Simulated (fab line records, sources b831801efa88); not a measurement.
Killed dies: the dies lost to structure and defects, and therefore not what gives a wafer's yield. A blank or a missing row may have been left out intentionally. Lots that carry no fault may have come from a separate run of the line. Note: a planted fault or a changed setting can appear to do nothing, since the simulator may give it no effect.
Which tool is to blame? :: flow sky130 :: Sampling: 11 lots, 33 wafers, 4 of 708 route steps

== WHAT THE GAUGES SHOWED, per wafer ==
SKY_NWELL_TW_MEAS_26.
lot: L203
measured: day 5 07:19
on: filmMetro-04
NWELL_2_TW: 497 497 498

lot: L204
measured: day 5 14:17
on: filmMetro-04
NWELL_2_TW: 498 498 503

lot: L207
measured: day 6 06:33
on: filmMetro-02
NWELL_2_TW: 492 492 493

lot: L208
measured: day 6 10:02
on: filmMetro-04
NWELL_2_TW: 491 492 493

lot: L211
measured: day 8 00:48
on: filmMetro-02
NWELL_2_TW: 492 490 492

lot: L213
measured: day 8 11:46
on: filmMetro-02
NWELL_2_TW: 493 492 491

lot: L215
measured: day 8 12:59
on: filmMetro-04
NWELL_2_TW: 495 492 495

lot: L217
measured: day 9 06:22
on: filmMetro-04
NWELL_2_TW: 503 499 500

lot: L221
measured: day 10 03:11
on: filmMetro-01
NWELL_2_TW: 500 499 502

lot: L224
measured: day 10 16:00
on: filmMetro-04
NWELL_2_TW: 473 475 474

lot: L225
measured: day 11 01:36
on: filmMetro-04
NWELL_2_TW: 475 476 475

SKY_SD_P_OVL_MEAS_08.
lot: L203
measured: day 25 03:34
on: overlay-02
SD_P_OVL (nm): -1.3 2.8 -0.5

lot: L204
measured: day 25 21:19
on: overlay-01
SD_P_OVL (nm): 0.7 -1.9 -1.5

lot: L207
measured: day 26 14:20
on: overlay-01
SD_P_OVL (nm): 0.2 -1.3 1.3

lot: L208
measured: day 26 22:37
on: overlay-02
SD_P_OVL (nm): -0.7 -0.8 0.6

lot: L211
measured: day 29 07:07
on: overlay-01
SD_P_OVL (nm): -1.3 -2.0 -0.8

lot: L213
measured: day 29 20:04
on: overlay-02
SD_P_OVL (nm): 0.4 -0.7 -1.0

lot: L215
measured: day 29 23:55
on: overlay-02
SD_P_OVL (nm): 0.0 -2.2 -2.7

lot: L217
measured: day 30 13:31
on: overlay-02
SD_P_OVL (nm): -1.6 -1.4 -1.1

lot: L221
measured: day 31 20:12
on: overlay-01
SD_P_OVL (nm): -0.9 -0.5 -1.9

lot: L224
measured: day 32 12:13
on: overlay-02
SD_P_OVL (nm): 1.4 -1.4 0.2

lot: L225
measured: day 32 22:01
on: overlay-01
SD_P_OVL (nm): -2.3 -2.1 -2.7

== TOOL THAT RAN EACH LOT (tool first, then ch and the chambers of the sampled wafers, then the start) ==
lot: L203
SKY_NWELL_IMPLANT_24: implanter-01 ch 0, day 5 07:04
SKY_POLY_CUT_STRIP_12: plasmaAsher-04 ch 0,1, day 23 22:03

lot: L204
SKY_NWELL_IMPLANT_24: implanter-01 ch 0, day 5 14:04
SKY_POLY_CUT_STRIP_12: plasmaAsher-04 ch 0,1, day 24 16:29

lot: L207
SKY_NWELL_IMPLANT_24: implanter-04 ch 0, day 6 06:18
SKY_POLY_CUT_STRIP_12: plasmaAsher-03 ch 0,1, day 25 08:41

lot: L208
SKY_NWELL_IMPLANT_24: implanter-04 ch 0, day 6 09:47
SKY_POLY_CUT_STRIP_12: plasmaAsher-04 ch 0,1, day 25 17:20

lot: L211
SKY_NWELL_IMPLANT_24: implanter-04 ch 0, day 8 00:33
SKY_POLY_CUT_STRIP_12: plasmaAsher-03 ch 0,1, day 28 03:12

lot: L213
SKY_NWELL_IMPLANT_24: implanter-03 ch 0, day 8 11:31
SKY_POLY_CUT_STRIP_12: plasmaAsher-04 ch 0,1, day 28 16:45

lot: L215
SKY_NWELL_IMPLANT_24: implanter-04 ch 0, day 8 12:44
SKY_POLY_CUT_STRIP_12: plasmaAsher-04 ch 0,1, day 28 20:44

lot: L217
SKY_NWELL_IMPLANT_24: implanter-01 ch 0, day 9 06:09
SKY_POLY_CUT_STRIP_12: plasmaAsher-03 ch 0,1, day 29 09:41

lot: L221
SKY_NWELL_IMPLANT_24: implanter-01 ch 0, day 10 02:59
SKY_POLY_CUT_STRIP_12: plasmaAsher-04 ch 0,1, day 30 17:02

lot: L224
SKY_NWELL_IMPLANT_24: implanter-01 ch 0, day 10 15:45
SKY_POLY_CUT_STRIP_12: plasmaAsher-03 ch 0,1, day 31 08:35

lot: L225
SKY_NWELL_IMPLANT_24: implanter-01 ch 0, day 11 01:21
SKY_POLY_CUT_STRIP_12: plasmaAsher-01 ch 0,1, day 31 18:45
- SKY_NWELL_IMPLANT_24
- SKY_POLY_CUT_STRIP_12: strips in O2/N2.

== AS READ BY THE TOOLS THEMSELVES (means over the sampled wafers that have a number; for cases with no such wafer, the mark the record gives instead) ==
SKY_NWELL_IMPLANT_24.
lot: L203
tool: implanter-01
beamEnergyKeV: 139.96
beamOnS (s): 9.85
doseIonsCm2: 9.198e+12
endStationPressureTorr (Torr): 5.00e-06
faradayCurrentUA: 52.7

lot: L204
tool: implanter-01
beamEnergyKeV: 140.03
beamOnS (s): 9.88
doseIonsCm2: 9.197e+12
endStationPressureTorr (Torr): 4.99e-06
faradayCurrentUA: 52.2

lot: L207
tool: implanter-04
beamEnergyKeV: 140.03
beamOnS (s): 9.91
doseIonsCm2: 9.196e+12
endStationPressureTorr (Torr): 5.00e-06
faradayCurrentUA: 52.5

lot: L208
tool: implanter-04
beamEnergyKeV: 140.04
beamOnS (s): 10.12
doseIonsCm2: 9.201e+12
endStationPressureTorr (Torr): 4.94e-06
faradayCurrentUA: 51.2

lot: L211
tool: implanter-04
beamEnergyKeV: 139.98
beamOnS (s): 9.91
doseIonsCm2: 9.194e+12
endStationPressureTorr (Torr): 5.10e-06
faradayCurrentUA: 52.2

lot: L213
tool: implanter-03
beamEnergyKeV: 140.02
beamOnS (s): 9.92
doseIonsCm2: 9.200e+12
endStationPressureTorr (Torr): 4.98e-06
faradayCurrentUA: 52.2

lot: L215
tool: implanter-04
beamEnergyKeV: 140.00
beamOnS (s): 9.88
doseIonsCm2: 9.192e+12
endStationPressureTorr (Torr): 4.86e-06
faradayCurrentUA: 52.5

lot: L217
tool: implanter-01
beamEnergyKeV: 140.08
beamOnS (s): 9.84
doseIonsCm2: 9.211e+12
endStationPressureTorr (Torr): 5.01e-06
faradayCurrentUA: 52.7

lot: L221
tool: implanter-01
beamEnergyKeV: 139.99
beamOnS (s): 10.12
doseIonsCm2: 9.201e+12
endStationPressureTorr (Torr): 5.20e-06
faradayCurrentUA: 51.2

lot: L224
tool: implanter-01
beamEnergyKeV: 139.98
beamOnS (s): 8.71
doseIonsCm2: 9.196e+12
endStationPressureTorr (Torr): 5.05e-06
faradayCurrentUA: 59.6

lot: L225
tool: implanter-01
beamEnergyKeV: 139.98
beamOnS (s): 8.61
doseIonsCm2: 9.198e+12
endStationPressureTorr (Torr): 5.11e-06
faradayCurrentUA: 60.2

SKY_POLY_CUT_STRIP_12.
lot: L203
tool: plasmaAsher-04
drypumpMotorCurrentA (A): 5.8
o2FlowSccm (sccm): 3007
oesProductAu (a.u.): 0.453
stripTimeToEndpointS (s): 5.358

lot: L204
tool: plasmaAsher-04
drypumpMotorCurrentA (A): 5.4
o2FlowSccm (sccm): 3000
oesProductAu (a.u.): 0.452
stripTimeToEndpointS (s): 5.358

lot: L207
tool: plasmaAsher-03
drypumpMotorCurrentA (A): 5.3
o2FlowSccm (sccm): 3003
oesProductAu (a.u.): 0.454
stripTimeToEndpointS (s): 5.360

lot: L208
tool: plasmaAsher-04
drypumpMotorCurrentA (A): 5.4
o2FlowSccm (sccm): 2999
oesProductAu (a.u.): 0.456
stripTimeToEndpointS (s): 5.375

lot: L211
tool: plasmaAsher-03
drypumpMotorCurrentA (A): 5.1
o2FlowSccm (sccm): 2997
oesProductAu (a.u.): 0.451
stripTimeToEndpointS (s): 5.371

lot: L213
tool: plasmaAsher-04
drypumpMotorCurrentA (A): 5.4
o2FlowSccm (sccm): 3008
oesProductAu (a.u.): 0.455
stripTimeToEndpointS (s): 5.360

lot: L215
tool: plasmaAsher-04
drypumpMotorCurrentA (A): 5.4
o2FlowSccm (sccm): 2997
oesProductAu (a.u.): 0.450
stripTimeToEndpointS (s): 5.333

lot: L217
tool: plasmaAsher-03
drypumpMotorCurrentA (A): 5.1
o2FlowSccm (sccm): 3001
oesProductAu (a.u.): 0.453
stripTimeToEndpointS (s): 5.343

lot: L221
tool: plasmaAsher-04
drypumpMotorCurrentA (A): 5.8
o2FlowSccm (sccm): 2999
oesProductAu (a.u.): 0.448
stripTimeToEndpointS (s): 5.384

lot: L224
tool: plasmaAsher-03
drypumpMotorCurrentA (A): 5.2
o2FlowSccm (sccm): 3000
oesProductAu (a.u.): 0.450
stripTimeToEndpointS (s): 5.359

lot: L225
tool: plasmaAsher-01
drypumpMotorCurrentA (A): 5.6
o2FlowSccm (sccm): 3000
oesProductAu (a.u.): 0.454
stripTimeToEndpointS (s): 5.347

== THE ANSWER, worked out from the rows above alone ==
Rule: the lots themselves supply what counts as usual. The widest of any qualifying gaps counts: lots, ordered by their means at a reading, are off when they make up no more than a third of the lots, leave a main group of 4 or more, and stand apart from it by 3 or more times the standard deviation of that group's means. If all means in a main group match to the digits the tables above print for the reading, that group is not used. A lot without any number at a reading at which 4 lots or more have one is off too. Any other lot the step has rows for is counted as sound. The gauges are gone through in route order, then the tools' own readings, and for those a lot's mean is taken as printed above. At the first step where some lot is off, the reading lying furthest off is the one used; lots without a number count as furthest.
Off: L224, L225, at SKY_NWELL_TW_MEAS_26 (NWELL_2_TW). Mean 496 and standard deviation 3.7 in the main group.
If a tool, at a process step before that reading, ran all the lots that are off and no sound lot after the first of them, it fits. The gauges at SKY_NWELL_TW_MEAS_26 aren't tried: what is off there is off at SKY_NWELL_IMPLANT_24 too, on other tools, and a gauge's error can't cause that. One fits: implanter-01 at SKY_NWELL_IMPLANT_24. Its last sound lot is L221 (day 10 02:59), its first lot that is off L224 (day 10 15:45): a fault that began between those two fits.
The tool's own readings at SKY_NWELL_IMPLANT_24 bear it out: on the lots that are off they differ by more than 5 times the standard deviation of the sound lots' means. beamOnS reads 8.66 s there against 9.94 s on the sound lots; faradayCurrentUA reads 59.9 there against 52.2 on the sound lots.

== WHAT WAS PUT IN BY THE SIMULATOR ==
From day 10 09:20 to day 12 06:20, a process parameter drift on implanter-01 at SKY_NWELL_IMPLANT_24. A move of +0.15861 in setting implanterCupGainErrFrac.
Struck lots among those shown: L224, L225. The rule above found the same.
